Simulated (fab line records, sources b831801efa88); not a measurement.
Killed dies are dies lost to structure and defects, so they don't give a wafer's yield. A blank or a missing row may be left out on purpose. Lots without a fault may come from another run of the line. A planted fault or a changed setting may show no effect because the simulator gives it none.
A struck lot beside a sound one | flow sky130 | 18 steps out of a route of 708
Sound: wafers L913.1, L913.4, L913.5. Struck: wafers L925.2, L925.5. The cause comes at the end.
At each step with rows: each side's tool, then ch and its chambers, then its first start. Under that, the readings that differ: sound wafers | struck wafers | difference of the means | sigmas: that difference in standard deviations of wafers without a fault.
alike: readings whose means differ by less than 2 such deviations, and words and numbers that are the same on both sides. not compared: withheld readings, readings that some wafer has no value for, bounds like >300 that may hide the same value, and numbers for which the record gives no deviation and whose values overlap.
The two part at a step that has a row with sigmas, a row that says differs or no value, or rows on one side only. Numbers that don't overlap but have no deviation are shown without sigmas and don't part them. A reading that every wafer of one side lacks parts them only if that side has two wafers or more.

first, 4 steps without rows for these wafers: SKY_DNWELL_EXPOSE_04 (exposes mask DNM, target cd 3000 nm); SKY_DNWELL_PEB_05; SKY_DNWELL_DEVELOP_06 (develop time 60 s); SKY_DNWELL_IMPLANT_07.
SKY_DNWELL_STRIP_08: strips in O2/N2.
  sound on plasma_asher-03 ch 0,1, day 3 11:28; struck on plasma_asher-03 ch 0, day 6 01:54
  alike: drypump_motor_current_A, oes_product_au, strip_time_to_endpoint_s
  not compared: rf_hours_counter_h
SKY_DNWELL_TW_MEAS_09:
  sound on film_metro-01, day 3 11:34; struck on film_metro-01, day 6 02:01
  alike: DNWELL_TW
then, 6 steps without rows for these wafers: SKY_PWDE_DEHYDRATE_00 (time 60 s); SKY_PWDE_HMDS_01 (prime time 60 s); SKY_PWDE_COAT_02 (resist thk 3000 nm); SKY_PWDE_SOFTBAKE_03; SKY_PWDE_EXPOSE_04 (exposes mask PWDEM, target cd 840 nm); SKY_PWDE_PEB_05.
SKY_PWDE_DEVELOP_06: develop time 60 s.
  sound on litho_track-04 ch 0, day 4 04:00; struck on litho_track-04 ch 0, day 6 21:00
  alike: developer_temp_C
SKY_PWDE_OVL_MEAS_07:
  sound on overlay-02, day 4 04:29; struck on overlay-01, day 6 21:47
  reading       | sound        | struck | difference                    | sigmas
  PWDE_OVL (nm) | 2.0 1.8 -1.2 | - -    | no value on the struck wafers |
then, 1 step without rows for these wafers: SKY_PWDE_IMPLANT_08.
SKY_PWDE_STRIP_09: strips in O2/N2.
  sound on plasma_asher-04 ch 0,1, day 4 04:40; struck on plasma_asher-01 ch 0,1, day 6 21:58
  alike: drypump_motor_current_A, oes_product_au, strip_time_to_endpoint_s
  not compared: rf_hours_counter_h
SKY_PWDE_TW_MEAS_10:
  sound on film_metro-02, day 4 04:46; struck on film_metro-02, day 6 22:04
  reading | sound             | struck    | difference | sigmas
  PWDE_TW | 375.3 375.7 373.5 | 30.3 30.2 | -344.6     | -99 or more
then, 1 step without rows for these wafers: SKY_NWELL_DEHYDRATE_03 (time 60 s).

WHERE THEY PART
First at SKY_PWDE_OVL_MEAS_07; last, within this record, at SKY_PWDE_TW_MEAS_10.

WHY: what the simulator had put in
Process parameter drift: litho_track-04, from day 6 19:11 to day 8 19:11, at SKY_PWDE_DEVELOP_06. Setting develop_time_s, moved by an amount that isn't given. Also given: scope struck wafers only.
